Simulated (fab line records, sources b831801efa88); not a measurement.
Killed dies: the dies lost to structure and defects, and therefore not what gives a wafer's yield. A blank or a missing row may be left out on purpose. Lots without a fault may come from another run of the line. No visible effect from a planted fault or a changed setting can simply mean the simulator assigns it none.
Comparing a struck lot with a sound one | flow gf180mcu | 44 out of 602 route steps
Sound: wafers L620.1, L620.2, L620.6. Struck: wafers L626.1, L626.4, L626.5. The cause is named last.
Per side, at each step with rows, come the tool, then ch with its chambers, and then its first start. Under that, the readings that differ: sound wafers | struck wafers | difference of the means | sigmas: that difference in standard deviations of wafers without a fault.
alike: readings whose means differ by less than 2 such deviations, and words and numbers that are the same on both sides. not compared: withheld readings, readings that some wafer has no value for, bounds like >300 that may hide the same value, and numbers for which the record gives no deviation and whose values overlap.
A row with sigmas, a row that says differs or no value, or rows on one side alone: a step with any of these is where the two part. Numbers that don't overlap but have no deviation are shown without sigmas and don't part them. A reading missing from all wafers of one side parts the sides only when that side holds two or more wafers.

first, 7 steps without rows for these wafers: GF_DUAL_GATE_DEHYDRATE_04 (time 60 s); GF_DUAL_GATE_HMDS_05 (prime time 60 s); GF_DUAL_GATE_COAT_06 (resist thk 1000 nm); GF_DUAL_GATE_SOFTBAKE_07 (time 60 s); GF_DUAL_GATE_EXPOSE_08 (exposes mask Dualgate, target cd 700 nm); GF_DUAL_GATE_PEB_09; GF_DUAL_GATE_DEVELOP_10 (develop time 60 s).
GF_DUAL_GATE_OVL_MEAS_11:
  sound on overlay-02 at day 8 14:27; struck on overlay-01 at day 10 10:08
  alike: DUAL_GATE_OVL
then, 1 step without rows for these wafers: GF_DUAL_GATE_WET_ETCH_12 (etches SiO2 in dHF, target depth 13 nm, time 260 s).
GF_DUAL_GATE_STRIP_13: strips in O2/N2.
  sound on plasmaAsher-01 ch 0,1, day 8 14:34; struck on plasmaAsher-01 ch 0,1, day 10 10:16
  alike: chamberPressureMTorr, drypumpMotorCurrentA, heaterPowerW, oesProductAu, stripTimeToEndpointS
  not compared: rfHoursCounterH
then, 2 steps without rows for these wafers: GF_DUAL_GATE_CLEAN_14 (cleans in SC1/SC2, time 150 s); GF_DUAL_GATE_OXIDATION_15 (stabilise 600 s, purge 300 s, target thk 7.098 nm).
GF_POLY_GATE_CVD_00: deposits poly-Si, target thk 200 nm, time 1200 s.
  sound on lpcvd-02 ch 1, day 8 16:17; struck on lpcvd-01 ch 0, day 10 12:43
reading                                      | sound             | struck            | difference | sigmas
spikeTcCentreC (C)                           | 620.4 619.9 620.6 | 630.8 632.7 631.0 | +11.2      | +8
model.poly-Si_of_POLY_GATE_CVD_00.thkNm (nm) | 201 200.6 200.6   | 202.6 211.5 214.4 | +8.8       | 
  alike: spikeTcLowerC, susceptorTempC, zonePowerBottomPct, zonePowerCentrePct
GF_POLY_GATE_THK_MEAS_01:
  sound on filmMetro-04 at day 8 17:37; struck on filmMetro-03 at day 10 14:03
reading                   | sound             | struck            | difference | sigmas
POLY_GATE_CVD_00_THK (nm) | 200.8 200.5 200.6 | 202.6 211.4 214.4 | +8.8       | +5
then, 8 steps without rows for these wafers: GF_POLY_GATE_DEHYDRATE_02 (time 60 s); GF_POLY_GATE_HMDS_03 (prime time 60 s); GF_POLY_GATE_COAT_04; GF_POLY_GATE_COAT_05 (resist thk 700 nm); GF_POLY_GATE_SOFTBAKE_06 (time 60 s); GF_POLY_GATE_EXPOSE_07 (exposes mask Poly2, target cd 280 nm); GF_POLY_GATE_PEB_08 (peb time 90 s); GF_POLY_GATE_DEVELOP_09 (develop time 60 s).
GF_POLY_GATE_CD_MEAS_10: the cd target is 280 nm.
  sound on cdSem-01 at day 9 10:23; struck on cdSem-02 at day 11 08:37
  alike: cdNm
GF_POLY_GATE_OVL_MEAS_11:
  sound on overlay-02 at day 9 10:30; struck on overlay-02 at day 11 08:44
reading            | sound    | struck | difference | sigmas
POLY_GATE_OVL (nm) | -7 -4 -2 | 9 -1 9 | +10        | +2
GF_POLY_GATE_ETCH_12: etches BARC in N2/H2.
  sound on rieDiel-02 ch 2,3, day 9 10:32; struck on rieDiel-02 ch 1,2,3, day 11 08:46
  alike: biasW, chamberPressureMTorr, drypumpMotorCurrentA, oesProductAu, throttleValvePct
GF_POLY_GATE_ETCH_13: etches poly-Si in HBr/Cl2, stops on SiO2, target depth 198.5 nm, time 69.6 s.
  sound on rieSi-01 ch 0,2,3, day 9 10:35; struck on rieSi-01 ch 2,3, day 11 08:49
  alike: biasW, chamberPressureMTorr, drypumpMotorCurrentA, oesProductAu, throttleValvePct
  not compared: rfHoursCounterH
GF_POLY_GATE_STRIP_14: strips in O2/N2.
  sound on plasmaAsher-01 ch 0,1, day 9 10:38; struck on plasmaAsher-01 ch 0,1, day 11 08:52
  alike: chamberPressureMTorr, drypumpMotorCurrentA, heaterPowerW, oesProductAu
  not compared: rfHoursCounterH
then, 2 steps without rows for these wafers: GF_POLY_GATE_CLEAN_15 (cleans in SC1/SC2, time 150 s); GF_POLY_GATE_OXIDATION_16 (stabilise 600 s, purge 300 s, target thk 4 nm).
GF_POLY_GATE_THK_MEAS_17:
  sound on filmMetro-02 at day 9 15:13; struck on filmMetro-02 at day 11 10:16
  alike: POLY_GATE_OXIDATION_THK
GF_POLY_GATE_CD_MEAS_18:
  sound on cdSem-02 at day 9 15:17; struck on cdSem-02 at day 11 10:20
  alike: cdNm
then, 7 steps without rows for these wafers: GF_HV_LDD_DEHYDRATE_00 (time 60 s); GF_HV_LDD_HMDS_01 (prime time 60 s); GF_HV_LDD_COAT_02 (resist thk 1000 nm); GF_HV_LDD_SOFTBAKE_03 (time 60 s); GF_HV_LDD_EXPOSE_04 (exposes mask Nplus LV AREA, target cd 400 nm); GF_HV_LDD_PEB_05; GF_HV_LDD_DEVELOP_06 (develop time 60 s).
GF_HV_LDD_CD_MEAS_07: the cd target is 400 nm.
  sound on cdSem-01 at day 10 07:34; struck on cdSem-01 at day 12 05:07
  alike: cdNm
GF_HV_LDD_OVL_MEAS_08:
  sound on overlay-02 at day 10 07:41; struck on overlay-01 at day 12 05:14
  alike: HV_LDD_OVL
after that, 1 step had no rows for these wafers: GF_HV_LDD_IMPLANT_09.
GF_HV_LDD_STRIP_10: strips in O2/N2.
  sound on plasmaAsher-03 ch 0,1, day 10 07:52; struck on plasmaAsher-01 ch 1, day 12 05:25
  alike: chamberPressureMTorr, drypumpMotorCurrentA, heaterPowerW, oesProductAu, stripTimeToEndpointS
  not compared: rfHoursCounterH
-- the record jumps here: 6 days lie between the struck wafers' starts before and after (it left off in module HV_LDD and takes up again in module SALICIDE, whose first step shown is number 278 of the route) --
GF_SALICIDE_CLEAN_00: cleans in SC1/SC2, time 150 s.
  sound on wetBench-02 ch 0, day 15 12:28; struck on wetBench-01 ch 2, day 17 19:08
reading                                      | sound             | struck            | difference | sigmas
model.poly-Si_of_POLY_GATE_CVD_00.thkNm (nm) | 199.8 199.3 199.3 | 201.3 210.2 213.1 | +8.7       | 
after that, 1 step had no rows for these wafers: GF_PASSIVATION_PROBE_99.

## WHERE THEY PART
Earliest at GF_POLY_GATE_CVD_00; latest, in this record, at GF_POLY_GATE_OVL_MEAS_11. Later steps at which nothing parts them and some readings are alike: GF_POLY_GATE_ETCH_12, GF_POLY_GATE_ETCH_13, GF_POLY_GATE_STRIP_14, GF_POLY_GATE_THK_MEAS_17, GF_POLY_GATE_CD_MEAS_18, GF_HV_LDD_CD_MEAS_07, GF_HV_LDD_OVL_MEAS_08, GF_HV_LDD_STRIP_10.

WHY: what had been put in by the simulator
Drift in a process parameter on lpcvd-01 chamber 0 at GF_POLY_GATE_CVD_00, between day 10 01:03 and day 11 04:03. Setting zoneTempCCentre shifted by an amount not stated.
